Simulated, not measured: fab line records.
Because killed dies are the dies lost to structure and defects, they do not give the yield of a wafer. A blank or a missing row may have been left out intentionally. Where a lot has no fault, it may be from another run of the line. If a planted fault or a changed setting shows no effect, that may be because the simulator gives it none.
Which of the tools did it? + flow sky130 + 42 wafers from 14 lots sampled at 5 of the route's 708 steps

WHAT EACH GAUGE READ, for each wafer
SKY_PWDE_OVL_MEAS_07.
| lot  | measured    | on         | PWDE_OVL (nm)  |
|------|-------------|------------|----------------|
| L109 | day 3 19:14 | overlay-02 | 1.0 1.6 1.2    |
| L111 | day 4 08:38 | overlay-02 | -1.3 1.0 -1.4  |
| L112 | day 4 10:44 | overlay-02 | 1.6 2.3 2.5    |
| L113 | day 4 19:02 | overlay-02 | -2.2 1.3 0.0   |
| L115 | day 5 10:44 | overlay-01 | 0.0 -0.1 1.2   |
| L118 | day 6 03:05 | overlay-01 | 0.8 1.0 1.0    |
| L119 | day 6 05:41 | overlay-01 | -0.4 1.4 1.5   |
| L120 | day 6 10:23 | overlay-01 | 2.0 1.2 1.4    |
| L121 | day 6 14:32 | overlay-02 | -0.9 1.2 0.9   |
| L127 | day 8 04:14 | overlay-01 | 1.1 2.0 0.4    |
| L129 | day 8 14:08 | overlay-01 | 0.8 1.9 0.2    |
| L130 | day 8 18:35 | overlay-01 | -0.4 -2.3 -3.0 |
| L131 | day 9 02:14 | overlay-01 | 0.2 -0.9 2.0   |
| L132 | day 9 20:19 | overlay-01 | 3.7 2.9 2.1    |

SKY_VT_ADJUST_PCH_OVL_MEAS_07.
| lot  | measured     | on         | VT_ADJUST_PCH_OVL (nm) |
|------|--------------|------------|------------------------|
| L109 | day 10 14:53 | overlay-01 | -0.5 0.9 -2.1          |
| L111 | day 10 21:17 | overlay-02 | -0.8 0.6 1.4           |
| L112 | day 11 13:02 | overlay-01 | 0.0 -1.2 0.2           |
| L113 | day 11 15:41 | overlay-01 | 1.0 3.2 2.1            |
| L115 | day 12 15:05 | overlay-01 | 3.4 3.3 2.6            |
| L118 | day 13 15:42 | overlay-01 | 0.3 0.8 1.8            |
| L119 | day 13 16:02 | overlay-02 | - - -                  |
| L120 | day 13 18:11 | overlay-01 | - - -                  |
| L121 | day 13 22:44 | overlay-02 | - - -                  |
| L127 | day 16 05:22 | overlay-02 | 2.5 2.5 -0.4           |
| L129 | day 17 01:44 | overlay-02 | 0.4 2.3 0.7            |
| L130 | day 17 04:20 | overlay-01 | 0.3 -1.7 -0.6          |
| L131 | day 17 06:38 | overlay-02 | 0.3 1.4 -0.1           |
| L132 | day 18 05:53 | overlay-01 | -0.1 -0.9 -1.0         |

SKY_LDD_N_OVL_MEAS_07.
| lot  | measured     | on         | LDD_N_OVL (nm) |
|------|--------------|------------|----------------|
| L109 | day 18 00:11 | overlay-01 | -2.5 -1.6 -1.7 |
| L111 | day 18 08:41 | overlay-02 | 0.4 -1.6 -0.4  |
| L112 | day 18 20:29 | overlay-02 | -1.5 -2.0 -2.3 |
| L113 | day 19 04:59 | overlay-01 | 0.5 1.1 -1.1   |
| L115 | day 20 10:05 | overlay-02 | -2.1 -0.5 -2.0 |
| L118 | day 21 11:56 | overlay-02 | -0.5 -0.7 -0.6 |
| L119 | day 21 18:11 | overlay-01 | -0.6 -1.4 -0.5 |
| L120 | day 21 16:50 | overlay-02 | -0.4 -0.8 0.0  |
| L121 | day 21 21:53 | overlay-01 | 0.8 -0.5 -1.3  |
| L127 | day 24 09:20 | overlay-01 | -0.2 -1.6 -1.5 |
| L129 | day 25 08:26 | overlay-02 | -2.1 -2.0 -3.2 |
| L130 | day 25 10:26 | overlay-02 | -0.9 -2.0 -1.6 |
| L131 | day 25 13:11 | overlay-01 | 1.3 -0.4 0.7   |
| L132 | day 26 14:23 | overlay-02 | -1.1 -3.0 -0.3 |

SKY_LDD_HVN_OVL_MEAS_07.
| lot  | measured     | on         | LDD_HVN_OVL (nm) |
|------|--------------|------------|------------------|
| L109 | day 20 15:20 | overlay-02 | -0.5 -2.4 -0.1   |
| L111 | day 20 22:44 | overlay-01 | -0.8 0.4 -0.2    |
| L112 | day 21 12:02 | overlay-01 | 1.1 0.4 -0.2     |
| L113 | day 21 19:50 | overlay-02 | -0.6 -0.6 -1.2   |
| L115 | day 23 01:27 | overlay-02 | -0.1 -3.2 0.4    |
| L118 | day 24 02:03 | overlay-01 | -0.4 -1.0 -1.8   |
| L119 | day 24 08:05 | overlay-01 | -0.4 -4.0 -0.3   |
| L120 | day 24 06:38 | overlay-01 | 0.3 0.7 0.3      |
| L121 | day 24 10:56 | overlay-01 | 2.4 -0.4 0.4     |
| L127 | day 26 22:11 | overlay-01 | -1.5 -1.0 -2.5   |
| L129 | day 27 18:04 | overlay-02 | -1.2 0.0 -0.8    |
| L130 | day 27 21:38 | overlay-02 | -0.7 -2.4 -0.9   |
| L131 | day 28 00:24 | overlay-02 | -1.9 -3.8 -2.4   |
| L132 | day 28 23:47 | overlay-01 | 0.3 0.6 0.5      |

WHICH TOOL RAN EACH LOT (tool, then ch and the chambers of the sampled wafers, then the start)
| lot  | SKY_VT_ADJUST_PCH_DEVELOP_06      |
|------|-----------------------------------|
| L109 | litho track-03 ch 0, day 10 14:00 |
| L111 | litho track-03 ch 0, day 10 21:00 |
| L112 | litho track-02 ch 0, day 11 12:00 |
| L113 | litho track-02 ch 0, day 11 15:00 |
| L115 | litho track-02 ch 0, day 12 14:00 |
| L118 | litho track-03 ch 0, day 13 15:00 |
| L119 | litho track-03 ch 0, day 13 15:00 |
| L120 | litho track-03 ch 0, day 13 18:00 |
| L121 | litho track-03 ch 0, day 13 22:00 |
| L127 | litho track-04 ch 0, day 16 05:00 |
| L129 | litho track-03 ch 0, day 17 01:00 |
| L130 | litho track-03 ch 0, day 17 04:00 |
| L131 | litho track-02 ch 0, day 17 06:00 |
| L132 | litho track-03 ch 0, day 18 05:00 |
- SKY_VT_ADJUST_PCH_DEVELOP_06: develop time 60 s.

AS READ BY THE TOOLS THEMSELVES (means over the sampled wafers that have a number; for cases with no such wafer, the mark the record gives instead)
The record holds no such reading with a usual standard deviation.

THE ANSWER, worked out from the rows above alone
Rule: the usual values come from the lots themselves. The widest of any qualifying gaps counts: lots, ordered by their means at a reading, are off when they make up no more than a third of the lots, leave a main group of 4 or more, and stand apart from it by 3 or more times the standard deviation of that group's means. A main group whose means are all the same, to the digits that the tables above print for the reading, isn't used. Also off: a lot with no number at a reading for which 4 or more lots have one. All remaining lots with rows at the step are treated as sound. First the gauges in route order, then the tools' own readings, where a lot's mean is used as printed above. At the first step where some lot is off, the reading lying furthest off is the one used; lots without a number count as furthest.
Off: at SKY_VT_ADJUST_PCH_OVL_MEAS_07 (VT_ADJUST_PCH_OVL), L119, L120, L121. Without a number there: L119, L120, L121. Mean 0.7 nm and standard deviation 1.2 in the main group.
If a tool, at a process step before that reading, ran all the lots that are off and no sound lot after the first of them, it fits. The gauges at SKY_VT_ADJUST_PCH_OVL_MEAS_07 are tried like those tools. None of those tried fits.

WHAT THE SIMULATOR PUT IN
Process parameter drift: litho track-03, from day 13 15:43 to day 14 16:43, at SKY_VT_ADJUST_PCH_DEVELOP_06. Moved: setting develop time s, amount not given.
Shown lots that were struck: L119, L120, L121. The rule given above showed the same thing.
